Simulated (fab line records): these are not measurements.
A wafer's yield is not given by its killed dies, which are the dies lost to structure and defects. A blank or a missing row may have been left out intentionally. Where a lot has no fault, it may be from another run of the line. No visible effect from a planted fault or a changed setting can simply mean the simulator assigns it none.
Which of the tools did it? / flow gf180mcu / Sampling: 11 lots, 33 wafers, 6 of 602 route steps

WHAT THE GAUGES SHOWED, per wafer
GF_HV_LDD_TW_MEAS_11.
lot=L412; measured=day 10 11:06; on=film metro-01; HV_LDD_TW=2413 2420 2419
lot=L413; measured=day 10 15:35; on=film metro-01; HV_LDD_TW=2425 2423 2431
lot=L414; measured=day 11 00:53; on=film metro-01; HV_LDD_TW=2413 2405 2403
lot=L415; measured=day 11 07:37; on=film metro-02; HV_LDD_TW=2394 2388 2392
lot=L416; measured=day 11 09:34; on=film metro-01; HV_LDD_TW=2416 2407 2418
lot=L418; measured=day 12 04:59; on=film metro-02; HV_LDD_TW=2394 2412 2432
lot=L419; measured=day 12 08:55; on=film metro-01; HV_LDD_TW=2403 2413 2414
lot=L420; measured=day 12 16:40; on=film metro-03; HV_LDD_TW=2416 2409 2419
lot=L425; measured=day 14 08:40; on=film metro-01; HV_LDD_TW=2841 2866 2847
lot=L426; measured=day 14 16:58; on=film metro-01; HV_LDD_TW=2848 2843 2855
lot=L431; measured=day 16 12:34; on=film metro-02; HV_LDD_TW=2416 2405 2410

GF_HV_LDD_RS_MEAS_53: measures by four-point-probe.
lot=L412; measured=day 12 21:41; on=film metro-03; HV_LDD_RS (ohm/sq)=418.5 417.6 418.6
lot=L413; measured=day 13 01:57; on=film metro-01; HV_LDD_RS (ohm/sq)=418.7 418.9 418.8
lot=L414; measured=day 13 12:59; on=film metro-03; HV_LDD_RS (ohm/sq)=418.0 417.9 418.2
lot=L415; measured=day 13 18:34; on=film metro-01; HV_LDD_RS (ohm/sq)=418.7 418.7 417.8
lot=L416; measured=day 13 22:07; on=film metro-02; HV_LDD_RS (ohm/sq)=417.0 417.4 416.6
lot=L418; measured=day 14 19:57; on=film metro-03; HV_LDD_RS (ohm/sq)=418.5 416.2 417.4
lot=L419; measured=day 14 23:07; on=film metro-01; HV_LDD_RS (ohm/sq)=417.8 417.7 417.5
lot=L420; measured=day 15 07:20; on=film metro-02; HV_LDD_RS (ohm/sq)=416.5 416.9 417.3
lot=L425; measured=day 17 02:22; on=film metro-02; HV_LDD_RS (ohm/sq)=318.4 317.8 318.6
lot=L426; measured=day 17 12:34; on=film metro-02; HV_LDD_RS (ohm/sq)=318.0 317.6 317.4
lot=L431; measured=day 19 11:17; on=film metro-01; HV_LDD_RS (ohm/sq)=419.5 419.2 419.0

GF_NSD_CD_MEAS_07: target cd 400 nm.
lot=L412; measured=day 13 20:14; on=cd sem-02; cd nm (nm)=399.2 400.3 399.9
lot=L413; measured=day 14 01:22; on=cd sem-02; cd nm (nm)=397.2 398.5 398.4
lot=L414; measured=day 14 14:16; on=cd sem-02; cd nm (nm)=399.8 400.7 400.9
lot=L415; measured=day 14 17:29; on=cd sem-01; cd nm (nm)=400.6 400.0 400.5
lot=L416; measured=day 14 22:02; on=cd sem-01; cd nm (nm)=397.8 398.5 401.3
lot=L418; measured=day 15 21:25; on=cd sem-01; cd nm (nm)=400.7 398.7 401.9
lot=L419; measured=day 15 22:41; on=cd sem-02; cd nm (nm)=402.1 403.2 400.0
lot=L420; measured=day 16 08:35; on=cd sem-02; cd nm (nm)=401.1 401.6 398.9
lot=L425; measured=day 18 05:36; on=cd sem-01; cd nm (nm)=403.6 401.9 401.3
lot=L426; measured=day 18 14:06; on=cd sem-02; cd nm (nm)=401.1 401.5 399.0
lot=L431; measured=day 20 13:29; on=cd sem-02; cd nm (nm)=400.6 400.7 399.5

WHICH TOOL RAN EACH LOT (tool, then ch and the chambers of the sampled wafers, then the start)
lot=L412; GF_STI_STRIP_15=plasma asher-04 ch 0,1, day 2 06:52; GF_POLY_GATE_ETCH_12=rie diel-02 ch 0,1,3, day 9 12:32; GF_HV_LDD_IMPLANT_09=implanter-01 ch 0, day 10 10:52
lot=L413; GF_STI_STRIP_15=plasma asher-01 ch 0,1, day 2 12:17; GF_POLY_GATE_ETCH_12=rie diel-02 ch 1,2, day 9 19:35; GF_HV_LDD_IMPLANT_09=implanter-01 ch 0, day 10 15:22
lot=L414; GF_STI_STRIP_15=plasma asher-01 ch 0,1, day 2 16:44; GF_POLY_GATE_ETCH_12=rie diel-01 ch 1,2,3, day 10 02:25; GF_HV_LDD_IMPLANT_09=implanter-03 ch 0, day 11 00:38
lot=L415; GF_STI_STRIP_15=plasma asher-01 ch 0,1, day 3 00:43; GF_POLY_GATE_ETCH_12=rie diel-03 ch 0,1,2, day 10 10:40; GF_HV_LDD_IMPLANT_09=implanter-03 ch 0, day 11 07:22
lot=L416; GF_STI_STRIP_15=plasma asher-04 ch 0,1, day 3 03:01; GF_POLY_GATE_ETCH_12=rie diel-02 ch 0,1,2, day 10 13:05; GF_HV_LDD_IMPLANT_09=implanter-01 ch 0, day 11 09:20
lot=L418; GF_STI_STRIP_15=plasma asher-04 ch 0,1, day 3 13:35; GF_POLY_GATE_ETCH_12=rie diel-03 ch 1,2,3, day 11 06:53; GF_HV_LDD_IMPLANT_09=implanter-03 ch 0, day 12 04:44
lot=L419; GF_STI_STRIP_15=plasma asher-01 ch 1, day 3 18:50; GF_POLY_GATE_ETCH_12=rie diel-01 ch 0,1,3, day 11 11:56; GF_HV_LDD_IMPLANT_09=implanter-03 ch 0, day 12 08:40
lot=L420; GF_STI_STRIP_15=plasma asher-01 ch 0,1, day 4 00:58; GF_POLY_GATE_ETCH_12=rie diel-01 ch 1,2,3, day 11 19:31; GF_HV_LDD_IMPLANT_09=implanter-03 ch 0, day 12 16:26
lot=L425; GF_STI_STRIP_15=plasma asher-01 ch 0,1, day 5 04:32; GF_POLY_GATE_ETCH_12=rie diel-02 ch 0,1,2, day 13 10:47; GF_HV_LDD_IMPLANT_09=implanter-01 ch 0, day 14 08:25
lot=L426; GF_STI_STRIP_15=plasma asher-01 ch 1, day 5 06:55; GF_POLY_GATE_ETCH_12=rie diel-03 ch 0,2, day 13 18:29; GF_HV_LDD_IMPLANT_09=implanter-01 ch 0, day 14 16:44
lot=L431; GF_STI_STRIP_15=plasma asher-01 ch 0,1, day 6 09:56; GF_POLY_GATE_ETCH_12=rie diel-01 ch 0,1,2, day 15 11:53; GF_HV_LDD_IMPLANT_09=implanter-04 ch 0, day 16 12:20
- GF_STI_STRIP_15: strips in O2/N2.
- GF_POLY_GATE_ETCH_12: etches BARC in N2/H2.
- GF_HV_LDD_IMPLANT_09

WHAT THE TOOLS THEMSELVES READ (means of the sampled wafers that have a number; where no wafer has one, the mark that the record gives instead)
GF_STI_STRIP_15.
lot=L412; tool=plasma asher-04; drypump motor current A (A)=6.5; heater power w (W)=320; n2 flow sccm (sccm)=300.2; oes product au (a.u.)=0.378; strip time to endpoint s (s)=3.74
lot=L413; tool=plasma asher-01; drypump motor current A (A)=5.5; heater power w (W)=402; n2 flow sccm (sccm)=300.1; oes product au (a.u.)=0.385; strip time to endpoint s (s)=3.81
lot=L414; tool=plasma asher-01; drypump motor current A (A)=5.6; heater power w (W)=359; n2 flow sccm (sccm)=300.2; oes product au (a.u.)=0.383; strip time to endpoint s (s)=3.72
lot=L415; tool=plasma asher-01; drypump motor current A (A)=5.6; heater power w (W)=355; n2 flow sccm (sccm)=299.2; oes product au (a.u.)=0.382; strip time to endpoint s (s)=3.79
lot=L416; tool=plasma asher-04; drypump motor current A (A)=6.5; heater power w (W)=315; n2 flow sccm (sccm)=299.6; oes product au (a.u.)=0.387; strip time to endpoint s (s)=3.81
lot=L418; tool=plasma asher-04; drypump motor current A (A)=6.4; heater power w (W)=302; n2 flow sccm (sccm)=300.0; oes product au (a.u.)=0.379; strip time to endpoint s (s)=3.70
lot=L419; tool=plasma asher-01; drypump motor current A (A)=5.4; heater power w (W)=453; n2 flow sccm (sccm)=298.9; oes product au (a.u.)=0.382; strip time to endpoint s (s)=3.72
lot=L420; tool=plasma asher-01; drypump motor current A (A)=5.6; heater power w (W)=358; n2 flow sccm (sccm)=300.2; oes product au (a.u.)=0.381; strip time to endpoint s (s)=3.73
lot=L425; tool=plasma asher-01; drypump motor current A (A)=5.5; heater power w (W)=403; n2 flow sccm (sccm)=300.5; oes product au (a.u.)=0.388; strip time to endpoint s (s)=3.76
lot=L426; tool=plasma asher-01; drypump motor current A (A)=5.4; heater power w (W)=462; n2 flow sccm (sccm)=299.2; oes product au (a.u.)=0.389; strip time to endpoint s (s)=3.81
lot=L431; tool=plasma asher-01; drypump motor current A (A)=5.6; heater power w (W)=360; n2 flow sccm (sccm)=300.2; oes product au (a.u.)=0.387; strip time to endpoint s (s)=3.76

GF_POLY_GATE_ETCH_12.
lot=L412; tool=rie diel-02; drypump motor current A (A)=6.0; n2 flow sccm (sccm)=99.9; oes product au (a.u.)=0.735; throttle valve pct (%)=13.213
lot=L413; tool=rie diel-02; drypump motor current A (A)=5.9; n2 flow sccm (sccm)=100.2; oes product au (a.u.)=0.736; throttle valve pct (%)=13.219
lot=L414; tool=rie diel-01; drypump motor current A (A)=5.3; n2 flow sccm (sccm)=100.1; oes product au (a.u.)=0.739; throttle valve pct (%)=13.212
lot=L415; tool=rie diel-03; drypump motor current A (A)=5.3; n2 flow sccm (sccm)=100.3; oes product au (a.u.)=0.744; throttle valve pct (%)=13.213
lot=L416; tool=rie diel-02; drypump motor current A (A)=6.0; n2 flow sccm (sccm)=99.9; oes product au (a.u.)=0.736; throttle valve pct (%)=13.208
lot=L418; tool=rie diel-03; drypump motor current A (A)=5.2; n2 flow sccm (sccm)=100.1; oes product au (a.u.)=0.737; throttle valve pct (%)=13.219
lot=L419; tool=rie diel-01; drypump motor current A (A)=5.6; n2 flow sccm (sccm)=100.2; oes product au (a.u.)=0.733; throttle valve pct (%)=13.215
lot=L420; tool=rie diel-01; drypump motor current A (A)=5.3; n2 flow sccm (sccm)=100.0; oes product au (a.u.)=0.733; throttle valve pct (%)=13.213
lot=L425; tool=rie diel-02; drypump motor current A (A)=6.0; n2 flow sccm (sccm)=99.9; oes product au (a.u.)=0.734; throttle valve pct (%)=13.210
lot=L426; tool=rie diel-03; drypump motor current A (A)=5.5; n2 flow sccm (sccm)=100.2; oes product au (a.u.)=0.738; throttle valve pct (%)=13.210
lot=L431; tool=rie diel-01; drypump motor current A (A)=5.3; n2 flow sccm (sccm)=100.0; oes product au (a.u.)=0.733; throttle valve pct (%)=13.205

GF_HV_LDD_IMPLANT_09.
lot=L412; tool=implanter-01; dose ions cm2=1e+14; faraday current uA=550; tilt deg (degrees)=7.020
lot=L413; tool=implanter-01; dose ions cm2=1e+14; faraday current uA=567; tilt deg (degrees)=6.985
lot=L414; tool=implanter-03; dose ions cm2=1e+14; faraday current uA=568; tilt deg (degrees)=7.000
lot=L415; tool=implanter-03; dose ions cm2=1e+14; faraday current uA=544; tilt deg (degrees)=7.005
lot=L416; tool=implanter-01; dose ions cm2=1e+14; faraday current uA=567; tilt deg (degrees)=7.038
lot=L418; tool=implanter-03; dose ions cm2=1e+14; faraday current uA=571; tilt deg (degrees)=6.998
lot=L419; tool=implanter-03; dose ions cm2=1e+14; faraday current uA=567; tilt deg (degrees)=6.978
lot=L420; tool=implanter-03; dose ions cm2=1e+14; faraday current uA=555; tilt deg (degrees)=6.977
lot=L425; tool=implanter-01; dose ions cm2=2e+14; faraday current uA=1089; tilt deg (degrees)=6.990
lot=L426; tool=implanter-01; dose ions cm2=2e+14; faraday current uA=1099; tilt deg (degrees)=7.003
lot=L431; tool=implanter-04; dose ions cm2=1e+14; faraday current uA=570; tilt deg (degrees)=7.029

THE ANSWER, worked out from the rows above alone
Rule: usual is defined by the lots themselves. Put in order of their means at a reading, lots are off if they are a third of the lots or fewer, leave a main group of 4 or more, and stand apart from it by a gap of 3 or more times the standard deviation of the main group's means; of several such gaps the widest counts. The tables above print the reading to a certain number of digits; a main group whose means all agree to those digits is not used. A lot without any number at a reading at which 4 lots or more have one is off too. The other lots that the step has rows for count as sound. Order of review: gauges by route order, followed by the tools' own readings, for which a lot's mean as printed above is used. At the first step where some lot is off, the reading lying furthest off is the one used; lots without a number count as furthest.
Off: at GF_HV_LDD_TW_MEAS_11 (HV_LDD_TW), L425, L426. For the main group the mean is 2411 and the standard deviation 8.8.
A tool fits if, at a process step before that reading, it ran every lot that is off, and no sound lot after the first of them. The gauges at GF_HV_LDD_TW_MEAS_11 aren't tried: what is off there is off at GF_HV_LDD_RS_MEAS_53 too, on other tools, and a gauge's error can't cause that. One fits: implanter-01 at GF_HV_LDD_IMPLANT_09. Its last sound lot is L416 (day 11 09:20), its first lot that is off L425 (day 14 08:25): a fault that began between those two fits.
The tool's own readings at GF_HV_LDD_IMPLANT_09 bear it out: on the lots that are off they differ by more than 5 times the standard deviation of the sound lots' means. dose ions cm2 reads 2e+14 there against 1e+14 on the sound lots; faraday current uA reads 1094 there against 562 on the sound lots.

WHAT HAD BEEN PUT IN BY THE SIMULATOR
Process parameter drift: implanter-01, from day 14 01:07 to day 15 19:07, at GF_HV_LDD_IMPLANT_09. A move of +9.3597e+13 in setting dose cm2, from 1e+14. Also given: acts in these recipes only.
Lots struck among those shown: L425, L426. The rule above reached the same finding.
